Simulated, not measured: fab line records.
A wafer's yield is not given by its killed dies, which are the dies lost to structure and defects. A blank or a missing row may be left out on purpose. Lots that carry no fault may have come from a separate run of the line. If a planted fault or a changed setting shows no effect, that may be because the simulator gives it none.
Code-filled problem report in 8D (eight disciplines) form + flow sky130 + the parts of the form that need people (team, actions taken, sign-off) are left out

## 1. THE PROBLEM
oes-product-au at SKY_METAL4_METAL_ETCH_18 reads a mean of 0.743 a.u. on 5 wafers of 3 lots; wafers without a fault read 0.868 a.u. with a standard deviation of 0.0065. That is -19 standard deviations from the usual mean.
The step: etches the open film in Cl2/BCl3, stops on SiO2, target depth 845 nm, time 183.1 s.
Seen first at day 45 03:40 on rie-metal-03, wafer L898.4. Wafers with a number at this step in the record: 33, from 11 lots. Rule for "out", or "out of limits": more than 4 standard deviations from the usual mean. The rest of the wafers with a number are treated as sound.

## 2. WHAT IT IS; WHAT IT IS NOT
| question                    | is                                     | is not                                                                                |
|-----------------------------|----------------------------------------|---------------------------------------------------------------------------------------|
| which readings at this step | oes-product-au                         | throttle-valve-pct                                                                    |
| which lots                  | L898, L899, L901                       | L885, L888, L890, L891, L896, L897, L907, L908                                        |
| which wafers of those lots  | L898.4, L899.1, L899.4, L901.1, L901.4 | L898.2, L898.3, L899.5, L901.2                                                        |
| read on which tools         | rie-metal-02, rie-metal-03             | rie-metal-04                                                                          |
| when                        | from day 45 03:40                      | up to then (20 sound wafers); but 8 sound wafers of L899, L901, L907, L908 came after |

## 3. SUSPECTS, AND WHAT RULES EACH OUT
Counting: a tool at a process step up to the reading stays a suspect if it ran every lot that is out. Sound lots after the first of them don't rule it out here, since some wafers of a struck lot are sound.
- pvd-sputter-03 at SKY_METAL4_SPUTTER_02 (material AlCu, target thk 735 nm, time 39.1 s): kept. Ran every lot that is out, first one L898 (day 43 06:07); last sound lot up to then L897 (day 43 02:27).
After counting, what remains is pvd-sputter-03 at SKY_METAL4_SPUTTER_02.

## 4. THE CAUSE (what the simulator had put in)
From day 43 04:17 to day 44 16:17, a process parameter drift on pvd-sputter-03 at SKY_METAL4_SPUTTER_02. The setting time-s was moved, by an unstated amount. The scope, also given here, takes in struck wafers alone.
Counting left only this tool.

## 5. THE EFFECT CHAIN, in route order
Each row: a reading whose mean over the struck wafers that have a number lies more than 3 standard deviations from the usual. Readings are gone through only where the record gives a usual standard deviation; hours: the median, over the lots, of the time from a lot's start at the first step in this table giving one to that lot's start at this step; sigmas: the change measured in usual standard deviations.
| hours | step                     | reading        | usual      | on struck wafers | change | sigmas |
|-------|--------------------------|----------------|------------|------------------|--------|--------|
| 0     | SKY_METAL4_METAL_ETCH_18 | oes-product-au | 0.868 a.u. | 0.743            | -0.125 | -19    |
It contains these process steps:
- SKY_METAL4_METAL_ETCH_18: etches the open film in Cl2/BCl3, stops on SiO2, target depth 845 nm, time 183.1 s.

## 6. HOW IT WOULD HAVE BEEN CAUGHT EARLIER
In this record no reading fell out of limits until day 45 03:40, 47 hours after the fault had begun at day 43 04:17.
No tool reading at SKY_METAL4_SPUTTER_02 that has a usual standard deviation in the record was out on any struck wafer, so an alarm limit of 4 standard deviations on those readings would not have fired.
The start of SKY_METAL4_SPUTTER_02 on pvd-sputter-03 came by day 45 03:40 for every one of the lots that are out (3). Tool hold at that time: it would have spared none of them.
